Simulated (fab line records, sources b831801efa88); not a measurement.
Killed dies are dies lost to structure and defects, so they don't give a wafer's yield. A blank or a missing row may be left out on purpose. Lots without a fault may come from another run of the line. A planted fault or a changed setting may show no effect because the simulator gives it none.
Which tool did it? | flow sky130 | 6 lots, 18 wafers sampled, at 2 steps of a route of 708

WHAT THE GAUGES READ, wafer by wafer
SKY_LI_CONTACT_THK_MEAS_01.
lot  | measured     | on            | LI_CONTACT_HDPCVD_THK (nm)
L973 | day 29 19:50 | film_metro-01 | 929 934 932
L975 | day 31 07:44 | film_metro-03 | 921 924 916
L978 | day 31 22:20 | film_metro-01 | 933 934 929
L983 | day 33 05:38 | film_metro-04 | 946 941 951
L987 | day 34 08:26 | film_metro-03 | 1112 939 935
L990 | day 35 09:11 | film_metro-04 | 942 947 932

WHICH TOOL RAN EACH LOT (tool, then ch and the chambers of the sampled wafers, then the start)
lot  | SKY_LI_CONTACT_HDPCVD_00
L973 | hdpcvd-01 ch 1,2, day 29 19:44
L975 | hdpcvd-02 ch 0,2, day 31 07:38
L978 | hdpcvd-02 ch 0,1,2, day 31 22:14
L983 | hdpcvd-02 ch 1,2, day 33 05:32
L987 | hdpcvd-02 ch 0,2, day 34 08:20
L990 | hdpcvd-01 ch 1,2, day 35 09:05
- SKY_LI_CONTACT_HDPCVD_00: deposits PSG, target thk 930 nm, time 155 s.

THE ANSWER, worked out from the rows above alone
Rule: what is usual is taken from the lots themselves. Put in order of their means at a reading, lots are off if they are a third of the lots or fewer, leave a main group of 4 or more, and stand apart from it by a gap of 3 or more times the standard deviation of the main group's means; of several such gaps the widest counts. A main group whose means are all the same, to the digits that the tables above print for the reading, isn't used. A lot without any number at a reading at which 4 lots or more have one is off too. The other lots that the step has rows for count as sound.
Off: L987, at SKY_LI_CONTACT_THK_MEAS_01 (LI_CONTACT_HDPCVD_THK). The main group: mean 934 nm, standard deviation 8.7.
A tool fits if, at a process step before that reading, it ran every lot that is off, and no sound lot after the first of them. The gauges at SKY_LI_CONTACT_THK_MEAS_01 are tried like those tools. Can't be told from this: 2 tools fit, hdpcvd-02 at SKY_LI_CONTACT_HDPCVD_00, film_metro-03 at SKY_LI_CONTACT_THK_MEAS_01.

WHAT THE SIMULATOR HAD PUT IN
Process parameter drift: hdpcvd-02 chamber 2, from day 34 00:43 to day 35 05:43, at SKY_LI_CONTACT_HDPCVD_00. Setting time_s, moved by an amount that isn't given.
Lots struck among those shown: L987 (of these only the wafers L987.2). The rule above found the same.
